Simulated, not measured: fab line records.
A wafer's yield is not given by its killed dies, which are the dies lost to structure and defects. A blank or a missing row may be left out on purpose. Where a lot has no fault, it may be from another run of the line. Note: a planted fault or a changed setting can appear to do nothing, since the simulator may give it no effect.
One fault seen from 2 desks | flow gf180mcu | each desk holds nothing but its own numbers, with what lay behind them at the end

## DESK OF THE TOOL OWNER: pecvd-01
The tool's own readings at GF_V1_CVD_02 (deposits SiO2 from TEOS, target thk 850 nm, time 94.851 s): means of the sampled wafers that have a number, for each lot that ran on this tool. If a lot's mean is further than 4 standard deviations from the usual mean, the lot is out of limits and carries the mark OUT (the distance appears in the brackets).
Columns: A = heaterPowerW at GF_V1_CVD_02, usual 675 W; B = runLengthS at GF_V1_CVD_02, usual 122.5 s
lot  | first seen here | A   | B
L433 | day 18 04:50    | 629 | 122.7
L436 | day 19 08:53    | 689 | 124.4
L439 | day 20 12:12    | 639 | 126.0 (+6.7) OUT
L446 | day 23 01:15    | 673 | 121.9
L449 | day 23 23:52    | 658 | 122.6
L450 | day 24 12:16    | 678 | 121.8
L452 | day 24 22:07    | 618 | 122.3
Finding of this desk: L439 out of limits; the first was L439 at day 20 12:12, on runLengthS at GF_V1_CVD_02. L433, L436, L446, L449, L450, L452 stayed within limits.

## FROM THE METROLOGY DESK
Lot by lot, what the gauges showed, no matter which tool ran the lot: averages of those sampled wafers that carry a number. If a lot's mean is further than 4 standard deviations from the usual mean, the lot is out of limits and carries the mark OUT (the distance appears in the brackets).
Columns: A = M1_OVL at GF_M1_OVL_MEAS_15, usual 0 nm; B = V1_CVD_02_THK at GF_V1_THK_MEAS_03, usual 847 nm
lot  | first seen here | A  | B
L433 | day 18 03:53    | 1  | 835
L436 | day 19 07:59    | -3 | 881
L439 | day 20 11:22    | 2  | 891
L443 | day 22 04:10    | 7  | 847
L444 | day 22 07:16    | 5  | 850
L445 | day 22 13:58    | 3  | 847
L446 | day 23 00:25    | -7 | 839
L449 | day 23 23:01    | 11 | 836
L450 | day 24 11:16    | 2  | 839
L452 | day 24 21:14    | -9 | 844
L453 | day 25 02:05    | -1 | 860
This desk's verdict: no lot among the 11 shows anything out of limits.

## BROUGHT TOGETHER
The tool owner's desk could have raised an alarm at day 20 12:12, on L439.
From the metrology desk's view, nothing was out of limits.
The metrology desk has L439 on record, within its limits.
GF_V1_CVD_02 was run on pecvd-01 by each of the lots named.

## WHAT WAS PUT IN BY THE SIMULATOR
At GF_V1_CVD_02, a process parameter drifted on pecvd-01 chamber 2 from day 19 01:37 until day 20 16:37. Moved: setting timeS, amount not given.
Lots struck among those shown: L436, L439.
Time in hours from fault onset to the first out-of-limits reading at each desk: the tool owner's desk, 35.
